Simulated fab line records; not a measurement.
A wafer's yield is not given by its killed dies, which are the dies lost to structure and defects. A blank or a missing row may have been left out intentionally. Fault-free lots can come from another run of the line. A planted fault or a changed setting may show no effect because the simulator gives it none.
fab line records -- flow gf180mcu -- part 2 of 2: steps 34 to 42 of 42
[record] lots = 5, wafers = 15, last_day = 33
route steps=602 shown HV_LDD@193
lots untouched by any fault: they come from a run of this same line in which no faults occurred
start_h: the number of hours between the record's first day and the start of the first shown wafer of the lot -- wait_h: time in hours since the lot's previous step -- " the same as in the row above -- L1.1+2: several wafers, shown together as one row -- - no value, or no start was given -- * or withheld: withheld -- < > ~ a bound
route shown NAME@n: NAME is a module with steps in the file, n the number in the route of the first one -- usual: mean/standard deviation taken from wafers without a fault -- same: alike in all rows -- chamber/n: place in a boat -- sites: readings site by site -- _std_site: the standard deviation of these -- _edge_site: inner sites' mean taken away from outer sites' mean -- radius_mm: how far each site lies from the wafer's centre -- mask NAME#n: copy n -- behind: the most recent tool/chamber to have shaped the wafer -- hold: what put the lot on hold/how long, in hours/how the hold closed -- device: the n, p or np transistor that did not switch -- end of line: at the end of the route, the tests of the same wafers -- a step given without rows: its recipe and nothing more -- killed: dies that structure and defects cost at the first sort, which is not the same as the wafer's yield -- map: per-die view of a wafer (x killed, . not killed, _ where there is no die)
set.NAME: the setting as run; set.NAME@STEP: as run at that earlier step -- model.NAME: the simulator's own value behind a step, which no gauge read
certain route steps with their lots: each step a table, each wafer a row
services: a tool's chamber out of use, with start hour (start_h, from the record's first day; less than 0 if before it), hours out, and reason
[[steps]]
[step GF_HV_LDD_TW_MEAS_50]
[usual] HV_LDD_4_TW = 565/6.9
lot.wafer,tool,chamber,start_h,wait_h,HV_LDD_4_TW
L081.2,film_metro-03,-,329.36,0.1,570
L081.4,film_metro-03,-,329.36,0.1,569
L081.6,film_metro-03,-,329.36,0.1,569
L082.1,film_metro-01,-,342.03,0.1,567
L082.2,film_metro-01,-,342.03,0.1,572
L082.6,film_metro-01,-,342.03,0.1,570
L088.1,film_metro-03,-,393.90,0.1,574
L088.3,film_metro-03,-,393.90,0.1,571
L088.4,film_metro-03,-,393.90,0.1,570
L090.1,film_metro-02,-,410.18,0.1,553
L090.4,film_metro-02,-,410.18,0.1,556
L090.6,film_metro-02,-,410.18,0.1,555
L096.1,film_metro-03,-,454.20,0.1,569
L096.4,film_metro-03,-,454.20,0.1,568
L096.6,film_metro-03,-,454.20,0.1,569
[step GF_HV_LDD_CLEAN_51]
[recipe] chemistry = SC1/SC2, mix = 1:4:20, temp_c = 70, time_s = 150, dry = n2_spin
[same] time_s = 150
lot.wafer,tool,chamber,start_h,wait_h
L081.2+4+6,wet_bench-04,1,329.41,0.0
L082.1+2+6,wet_bench-04,0,342.09,0.1
L088.1+3+4,wet_bench-04,2,393.96,0.1
L090.1+4+6,wet_bench-04,1,410.24,0.1
L096.1+4+6,wet_bench-03,3,454.26,0.1
[step GF_HV_LDD_RTA_52]
[recipe] temp_c = 1000, time_s = 10, ambient = N2
[usual] lamp_power_pct = 29.4/1.4, wafer_temp_C_max = 1006.0/1.5
[same] time_s = 10
lot.wafer,tool,chamber,start_h,wait_h,lamp_power_pct,wafer_temp_C_max
L081.2,rtp_anneal-01,0,329.48,0.0,30.5,1004.6
L081.4,rtp_anneal-01,0,329.48,0.0,30.6,1004.3
L081.6,rtp_anneal-01,0,329.48,0.0,30.5,1004.3
L082.1,rtp_anneal-01,0,342.14,0.0,30.6,1007.2
L082.2,rtp_anneal-01,0,342.14,0.0,30.5,1006.8
L082.6,rtp_anneal-01,0,342.14,0.0,30.6,1004.3
L088.1,rtp_anneal-01,0,394.01,0.0,30.5,1005.7
L088.3,rtp_anneal-01,0,394.01,0.0,30.5,1003.6
L088.4,rtp_anneal-01,0,394.01,0.0,30.6,1003.2
L090.1,rtp_anneal-01,0,410.30,0.0,30.6,1005.3
L090.4,rtp_anneal-01,0,410.30,0.0,30.5,1004.6
L090.6,rtp_anneal-01,0,410.30,0.0,30.6,1005.7
L096.1,rtp_anneal-01,0,454.31,0.0,30.6,1005.8
L096.4,rtp_anneal-01,0,454.31,0.0,30.6,1007.2
L096.6,rtp_anneal-01,0,454.31,0.0,30.6,1006.2
[step GF_HV_LDD_RS_MEAS_53]
[recipe] thk_meas_gauge = four-point-probe
[usual] HV_LDD_RS = 418.9/0.88
lot.wafer,tool,chamber,start_h,wait_h,HV_LDD_RS[ohm/sq]
L081.2,film_metro-02,-,329.55,0.1,418.6
L081.4,film_metro-02,-,329.55,0.1,418.4
L081.6,film_metro-02,-,329.55,0.1,419.5
L082.1,film_metro-03,-,342.21,0.1,420.2
L082.2,film_metro-03,-,342.21,0.1,420.1
L082.6,film_metro-03,-,342.21,0.1,419.9
L088.1,film_metro-02,-,394.08,0.1,418.6
L088.3,film_metro-02,-,394.08,0.1,419.3
L088.4,film_metro-02,-,394.08,0.1,418.2
L090.1,film_metro-01,-,410.36,0.1,418.4
L090.4,film_metro-01,-,410.36,0.1,419.0
L090.6,film_metro-01,-,410.36,0.1,417.8
L096.1,film_metro-02,-,454.38,0.1,417.8
L096.4,film_metro-02,-,454.38,0.1,417.6
L096.6,film_metro-02,-,454.38,0.1,417.2
[step GF_HV_LDD_CVD_54]
[recipe] material = SiO2, target_thk_nm = 10, precursor = TEOS, temp_c = 680, time_s = 75, pressure_mtorr = 400
[usual] spike_tc_lower_C = 680.1/1.2
[same] time_s = 75
lot.wafer,tool,chamber,start_h,wait_h,spike_tc_lower_C
L081.2,lpcvd-01,1,332.61,3.0,680.8
L081.4,lpcvd-01,1,332.61,3.0,680.4
L081.6,lpcvd-01,1,332.61,3.0,680.2
L082.1,lpcvd-02,0,342.33,0.1,679.2
L082.2,lpcvd-02,0,342.33,0.1,681.2
L082.6,lpcvd-02,0,342.33,0.1,681.2
L088.1,lpcvd-01,1,394.20,0.1,679.6
L088.3,lpcvd-01,1,394.20,0.1,680.2
L088.4,lpcvd-01,1,394.20,0.1,680.8
L090.1,lpcvd-01,1,410.48,0.1,680.8
L090.4,lpcvd-01,1,410.48,0.1,681.3
L090.6,lpcvd-01,1,410.48,0.1,681.5
L096.1,lpcvd-02,1,454.50,0.1,681.7
L096.4,lpcvd-02,1,454.50,0.1,677.5
L096.6,lpcvd-02,1,454.50,0.1,677.9
[step GF_HV_LDD_THK_MEAS_55]
[recipe] reads = SiO2_of_HV_LDD_CVD_54
[usual] HV_LDD_CVD_54_THK = 9.97/0.14
lot.wafer,tool,chamber,start_h,wait_h,HV_LDD_CVD_54_THK[nm]
L081.2,film_metro-02,-,334.15,0.0,10.05
L081.4,film_metro-02,-,334.15,0.0,10.11
L081.6,film_metro-02,-,334.15,0.0,10.06
L082.1,film_metro-03,-,343.35,0.0,10.00
L082.2,film_metro-03,-,343.35,0.0,9.85
L082.6,film_metro-03,-,343.35,0.0,10.01
L088.1,film_metro-03,-,395.22,0.0,10.05
L088.3,film_metro-03,-,395.22,0.0,10.06
L088.4,film_metro-03,-,395.22,0.0,10.03
L090.1,film_metro-01,-,411.50,0.0,9.98
L090.4,film_metro-01,-,411.50,0.0,9.69
L090.6,film_metro-01,-,411.50,0.0,9.88
L096.1,film_metro-02,-,455.52,0.0,9.82
L096.4,film_metro-02,-,455.52,0.0,9.78
L096.6,film_metro-02,-,455.52,0.0,10.00
[step GF_HV_LDD_CVD_56]
[recipe] material = Si3N4, precursor = DCS/NH3, target_thk_nm = 90, temp_c = 770, time_s = 1543, pressure_mtorr = 250
[usual] spike_tc_lower_C = 769.8/1.1
[same] time_s = 1543
lot.wafer,tool,chamber,start_h,wait_h,spike_tc_lower_C
L081.2,lpcvd-01,0,336.14,2.0,768.7
L081.4,lpcvd-01,0,336.14,2.0,768.5
L081.6,lpcvd-01,0,336.14,2.0,771.2
L082.1,lpcvd-01,0,343.41,0.1,769.2
L082.2,lpcvd-01,0,343.41,0.1,770.9
L082.6,lpcvd-01,0,343.41,0.1,769.1
L088.1,lpcvd-02,0,395.28,0.1,769.7
L088.3,lpcvd-02,0,395.28,0.1,773.1
L088.4,lpcvd-02,0,395.28,0.1,770.3
L090.1,lpcvd-02,1,411.56,0.1,770.7
L090.4,lpcvd-02,1,411.56,0.1,769.2
L090.6,lpcvd-02,1,411.56,0.1,770.4
L096.1,lpcvd-02,0,455.58,0.1,770.0
L096.4,lpcvd-02,0,455.58,0.1,768.8
L096.6,lpcvd-02,0,455.58,0.1,769.6
[step GF_HV_LDD_THK_MEAS_57]
[recipe] reads = Si3N4_of_HV_LDD_CVD_56
[usual] HV_LDD_CVD_56_THK = 89.7/0.94
lot.wafer,tool,chamber,start_h,wait_h,HV_LDD_CVD_56_THK[nm]
L081.2,film_metro-01,-,338.29,0.0,89.8
L081.4,film_metro-01,-,338.29,0.0,89.1
L081.6,film_metro-01,-,338.29,0.0,89.5
L082.1,film_metro-03,-,345.55,0.0,89.0
L082.2,film_metro-03,-,345.55,0.0,89.3
L082.6,film_metro-03,-,345.55,0.0,89.2
L088.1,film_metro-03,-,396.71,0.0,90.6
L088.3,film_metro-03,-,396.71,0.0,90.4
L088.4,film_metro-03,-,396.71,0.0,90.5
L090.1,film_metro-03,-,412.99,0.0,89.2
L090.4,film_metro-03,-,412.99,0.0,88.8
L090.6,film_metro-03,-,412.99,0.0,89.3
L096.1,film_metro-02,-,457.01,0.0,88.9
L096.4,film_metro-02,-,457.01,0.0,90.3
L096.6,film_metro-02,-,457.01,0.0,89.3
[step GF_HV_LDD_ETCHBACK_58]
[recipe] chemistry = CH3F/O2, target = Si3N4, stop_on = SiO2, source_w = 400, bias_w = 80, pressure_mtorr = 25, ch3f_flow_sccm = 40, O2_flow_sccm = 30, time_s = 100, target_depth_a = 900
[usual] drypump_motor_current_A = 5.7/0.62, oes_product_au = 0.841/0.0075, throttle_valve_pct = 10.561/0.0098
[same] time_s = 100
lot.wafer,tool,chamber,start_h,wait_h,drypump_motor_current_A,oes_product_au,rf_hours_counter_h,throttle_valve_pct
L081.2,rie_diel-02,3,338.34,0.0,5.7,0.833,22,10.563
L081.4,rie_diel-02,1,338.34,0.0,6.4,0.841,12,10.571
L081.6,rie_diel-02,3,338.34,0.0,5.6,0.846,-,10.559
L082.1,rie_diel-02,2,345.61,0.1,5.9,0.829,7,10.568
L082.2,rie_diel-02,1,345.61,0.1,6.4,0.836,12,10.555
L082.6,rie_diel-02,1,345.61,0.1,6.4,0.839,-,10.567
L088.1,rie_diel-03,2,396.77,0.1,5.1,0.854,6,10.562
L088.3,rie_diel-03,3,396.77,0.1,6.6,0.846,10,10.556
L088.4,rie_diel-03,0,396.77,0.1,5.1,0.843,-,10.561
L090.1,rie_diel-01,2,413.05,0.1,6.6,0.834,12,10.553
L090.4,rie_diel-01,1,413.05,0.1,5.8,0.840,9,10.578
L090.6,rie_diel-01,0,413.05,0.1,6.0,0.836,-,10.564
L096.1,rie_diel-01,1,457.07,0.1,5.8,0.836,10,10.561
L096.4,rie_diel-01,2,457.07,0.1,6.6,0.841,13,10.558
L096.6,rie_diel-01,2,457.07,0.1,6.6,0.832,-,10.562
[[services]]
tool,chamber,start_h,hours,kind
implanter-01,-,278.17,1.5,repair
implanter-01,-,294.72,3.8,repair
plasma_asher-01,-,299.68,14.6,pm
plasma_asher-04,-,302.50,2.8,pm
iline_stepper-01,-,307.97,1.7,pm
iline_stepper-02,-,313.17,4.4,repair
plasma_asher-01,-,314.28,2.8,pm
iline_stepper-02,-,317.55,1.7,pm
lpcvd-02,-,320.26,14.6,pm
plasma_asher-01,-,323.08,2.9,repair
plasma_asher-03,-,328.38,2.8,pm
plasma_asher-03,-,332.94,2.3,repair
iline_stepper-02,-,340.74,5.8,repair
rtp_anneal-01,-,342.83,4.4,pm
iline_stepper-02,-,350.44,5.3,repair
plasma_asher-04,-,353.10,3.6,repair
plasma_asher-01,-,361.16,1.3,repair
implanter-01,-,367.96,2.0,repair
implanter-01,-,380.15,0.8,repair
implanter-01,-,410.08,15.9,pm
iline_stepper-01,-,413.29,2.8,repair
plasma_asher-03,-,428.83,2.8,repair
plasma_asher-03,-,429.86,11.1,repair
iline_stepper-01,-,449.27,28.9,pm
